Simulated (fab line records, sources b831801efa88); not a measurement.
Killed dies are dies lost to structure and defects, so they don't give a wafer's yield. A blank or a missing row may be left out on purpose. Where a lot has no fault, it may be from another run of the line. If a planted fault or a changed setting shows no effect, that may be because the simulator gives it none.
A struck lot beside a sound one	flow sky130	38 steps out of a route of 708
Sound: the wafers L195.2, L195.3, L195.5. Struck: wafer L199.1. (L199.3, L199.4 of the same lot were not struck and are left out.) The cause comes at the end.
Per side, at each step with rows, come the tool, then ch with its chambers, and then its first start. Under that, the readings that differ: sound wafers	struck wafers	difference of the means	sigmas: that difference in standard deviations of wafers without a fault.
alike: readings with means less than 2 such deviations apart, plus words and numbers identical on both sides. not compared: withheld readings, readings lacking a value on some wafer, bounds such as >300 that could conceal the same value, and numbers that have no deviation in the record and whose values overlap.
A row with sigmas, a row that says differs or no value, or rows on one side alone: a step with any of these is where the two part. Numbers that have no deviation but don't overlap get no sigmas and don't part them. Lack of a reading on every wafer of one side parts them only where that side has two or more wafers.

first, 9 steps without rows for these wafers: SKY_VIA3_SPUTTER_20 (material TiN, target thk 20 nm, time 80 s); SKY_VIA3_CVD_21 (deposits W, target thk 390 nm, time 117.31 s); SKY_VIA3_CMP_24 (polishes, stops on SiO2, t overpolish 20 s, target thk 0 nm); SKY_METAL4_SPUTTER_00 (material Ti, target thk 15 nm, time 10 s); SKY_METAL4_SPUTTER_01 (material TiN, target thk 20 nm, time 16.7 s); SKY_METAL4_SPUTTER_02 (material AlCu, target thk 735 nm, time 39.1 s); SKY_METAL4_SPUTTER_03 (material Ti, target thk 5 nm, time 3.3 s); SKY_METAL4_SPUTTER_04 (material TiN, target thk 70 nm, time 58.3 s); SKY_CAP2M_CVD_00 (deposits SiO2, target thk 15.5 nm).
SKY_CAP2M_SPUTTER_02: material TiN, target thk 200 nm, time 166.7 s.
  sound on pvdSputter-01 at day 41 16:56; struck on pvdSputter-01 at day 42 19:46
reading	sound	struck	difference	sigmas
model.TiN_of_CAP2M_SPUTTER_02.thkNm (nm)	202.5 199.8 203.1	142	-60	
  alike: throttleValvePct
SKY_CAP2M_RS_MEAS_03: the measuring method here is four-point-probe.
  sound on filmMetro-04 at day 41 17:04; struck on filmMetro-01 at day 42 19:53
reading	sound	struck	difference	sigmas
CAP2M_TIN_RS (ohm/sq)	6.85 6.93 6.83	9.84	+2.97	+27
SKY_CAP2M_THK_MEAS_04: measures by xrf.
  sound on filmMetro-04 at day 41 17:10; struck on filmMetro-01 at day 42 20:00
reading	sound	struck	difference	sigmas
CAP2M_TIN_THK (nm)	202 201 204	143	-59	-19
then, 7 steps without rows for these wafers: SKY_CAP2M_DEHYDRATE_05 (time 60 s); SKY_CAP2M_HMDS_06 (prime time 60 s); SKY_CAP2M_COAT_07 (resist thk 1140 nm); SKY_CAP2M_SOFTBAKE_08 (time 60 s); SKY_CAP2M_EXPOSE_09 (exposes mask CAP2M, target cd 1000 nm); SKY_CAP2M_PEB_10; SKY_CAP2M_DEVELOP_11 (develop time 60 s).
SKY_CAP2M_METAL_ETCH_13: etches TiN in Cl2/BCl3, stops on SiO2, target depth 220 nm, time 62.9 s.
  sound on rieMetal-04 ch 0,1, day 42 16:27; struck on rieMetal-04 ch 0, day 43 18:16
reading	sound	struck	difference	sigmas
oesProductAu (a.u.)	0.946 0.946 0.946	0.773	-0.173	-18
rfFwdPowerW (W)	894 894 893	885	-9	-3
throttleValvePct (%)	21.898 21.909 21.902	22.002	+0.099	+9
  alike: drypumpMotorCurrentA
  not compared: rfHoursCounterH
then, 16 steps without rows for these wafers: SKY_CAP2M_STRIP_14 (strips in O2/N2); SKY_CAP2M_STRIP_15 (strips in post etch residue remover, time 1200 s); SKY_CAP2M_CLEAN_16 (cleans in IPA, time 180 s); SKY_CAP2M_CLEAN_17 (cleans in O3/DIW); SKY_METAL4_DEHYDRATE_05 (time 60 s); SKY_METAL4_HMDS_06 (prime time 60 s); SKY_METAL4_COAT_07 (resist thk 60 nm); SKY_METAL4_COAT_08 (resist thk 1140 nm); SKY_METAL4_SOFTBAKE_09 (time 90 s); SKY_METAL4_EXPOSE_10 (exposes mask MM4, target cd 300 nm); SKY_METAL4_PEB_11; SKY_METAL4_DEVELOP_12 (develop time 60 s); SKY_METAL4_DESCUM_15 (chemistry O2, time 8 s); SKY_METAL4_ETCH_16 (etches BARC in N2/H2, stops on SiO2, time 88.2 s, target depth 60 nm); SKY_METAL4_ETCH_17 (etches SiO2 in C4F8/O2/Ar, stops on TiN, time 3.9 s, target depth 15 nm); SKY_METAL4_METAL_ETCH_18 (etches the open film in Cl2/BCl3, stops on SiO2, target depth 845 nm, time 183.1 s).
SKY_METAL4_STRIP_20: strips in post etch residue remover, time 1200 s.
  sound on wetBench-02 ch 0, day 43 16:30; struck on wetBench-01 ch 1, day 44 16:42
reading	sound	struck	difference	sigmas
model.TiN_of_CAP2M_SPUTTER_02.thkNm (nm)	201.6 198.9 202.2	141.1	-59.8	
-- the record jumps here: 4 days lie between the struck wafers' starts before and after (it left off in module METAL4 and takes up again in module PAD_OPEN, whose first step shown is number 708 of the route) --
SKY_PAD_OPEN_PROBE_99:
  sound on prober-01 at day 47 11:23; struck on prober-02 at day 48 10:37
reading	sound	struck	difference	sigmas
killedAtContacts	15 24 25	35	+14	+3
model.etest.capMim2.plateOhmSq	5.965 6.025 5.966	8.443	+2.458	
model.etest.capMim2.bvV (V)	13.92 13.45 14.53	12.89	-1.08	
model.etest.capMim2.leakLog10ACm2	-9.017 -8.93 -9	-8.189	+0.793	
  alike: defectLimitedYield, killed_at_M0_to_M3, killed_at_M4_up, killedAtFrontEnd, killedAtOther, killedDies, killedOnRim, killedOpen, killedShort, sort_bin_3_pad_short, sort_bin_5_function, sort_bin_6_memory, sortNPass, sortYieldPct

WHERE THEY PART
First at SKY_CAP2M_RS_MEAS_03; last, within this record, at SKY_PAD_OPEN_PROBE_99.

WHY: what had been put in by the simulator
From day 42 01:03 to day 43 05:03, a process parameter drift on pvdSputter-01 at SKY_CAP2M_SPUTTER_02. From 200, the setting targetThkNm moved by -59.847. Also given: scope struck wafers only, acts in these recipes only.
